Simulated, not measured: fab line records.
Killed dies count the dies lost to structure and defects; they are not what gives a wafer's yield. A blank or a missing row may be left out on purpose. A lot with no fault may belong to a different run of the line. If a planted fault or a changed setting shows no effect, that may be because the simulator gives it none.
Struck lot and sound lot, side by side + flow gf180mcu + 15 out of 602 route steps
Sound: wafers L849.4, L849.5, L849.6. Struck: wafers L863.3, L863.4, L863.6. Last of all comes the cause.
Order at every step that has rows: each side's tool, ch and its chambers, its first start. Under that, the readings that differ: sound wafers + struck wafers + difference of the means + sigmas: that difference in standard deviations of wafers without a fault.
alike: a reading whose means differ by less than 2 such deviations, as well as words and numbers matching on both sides. not compared: withheld readings; readings where some wafer has no value; bounds like >300 that might hide an equal value; numbers whose values overlap and for which the record gives no deviation.
Wherever a step has rows on one side only, a row that says differs or no value, or a row with sigmas, the two part there. Numbers that don't overlap but have no deviation are shown without sigmas and don't part them. A reading that every wafer of one side lacks parts them only if that side has two wafers or more.

first, 4 steps without rows for these wafers: GF_V5_SOFTBAKE_10 (time 60 s); GF_V5_EXPOSE_11 (exposes mask Via5, target cd 260 nm); GF_V5_PEB_12 (peb time 90 s); GF_V5_DEVELOP_13 (develop time 60 s).
GF_V5_CD_MEAS_14: target cd 260 nm.
  struck on cd_sem-02, day 33 04:44; sound on cd_sem-02, day 29 03:16
  alike: cd_nm
GF_V5_OVL_MEAS_15:
  struck on overlay-02, day 33 04:50; sound on overlay-02, day 29 03:20
  alike: V5_OVL
GF_V5_ETCH_16: etches BARC in N2/H2.
  sound on rie_diel-01 ch 2,3, day 29 03:22; struck on rie_diel-01 ch 0,3, day 33 04:52
  alike: drypump_motor_current_A, oes_product_au, throttle_valve_pct
GF_V5_ETCH_17: etches SiO2 in C4F8/O2/Ar, stops on TiN, target depth 855 nm.
  sound: rie_diel-01 ch 2,3; struck: rie_diel-01 ch 0,3
  alike: oes_product_au
GF_V5_STRIP_18: strips in O2/N2.
  sound on plasma_asher-03 ch 0,1, day 29 03:32; struck on plasma_asher-01 ch 0,1, day 33 05:02
| reading            | sound       | struck      | difference | sigmas |
|--------------------|-------------|-------------|------------|--------|
| heater_power_w (W) | 318 317 318 | 387 355 357 | +49        | +2     |
  alike: drypump_motor_current_A, oes_product_au, platen_temp_c
  not compared: rf_hours_counter_h
then, 2 steps without rows for these wafers: GF_V5_STRIP_19 (strips in post etch residue remover, time 1200 s); GF_V5_CLEAN_20 (cleans in DIW).
GF_V5_SPUTTER_21: material Ti, target thk 15 nm, time 80.02 s.
  struck on pvd_sputter-01, day 33 05:33; sound on pvd_sputter-01, day 29 04:05
  alike: chamber_pressure_pa, throttle_valve_pct
GF_V5_SPUTTER_22: material TiN, target thk 10 nm, time 40 s.
  struck on pvd_sputter-01, day 33 05:37; sound on pvd_sputter-01, day 29 04:09
| reading                                | sound             | struck            | difference | sigmas |
|----------------------------------------|-------------------|-------------------|------------|--------|
| model.TiN_of_V5_SPUTTER_22.thk_nm (nm) | 9.848 9.881 9.966 | 10.34 10.51 10.46 | +0.54      |        |
  alike: chamber_pressure_pa, throttle_valve_pct
GF_V5_CVD_23: deposits W, target thk 350 nm, time 104.9 s.
  sound on cvd_w-02 ch 0,1, day 29 04:14; struck on cvd_w-01 ch 0,1, day 33 05:41
  alike: heater_power_w
GF_PASSIVATION_PROBE_99:
  the record has rows for the sound wafers here (prober-02, day 30 21:17) and none for the struck ones

WHERE THEY PART
Last at GF_PASSIVATION_PROBE_99 as far as this record goes, first at GF_V5_STRIP_18.

WHY: what the simulator had put in
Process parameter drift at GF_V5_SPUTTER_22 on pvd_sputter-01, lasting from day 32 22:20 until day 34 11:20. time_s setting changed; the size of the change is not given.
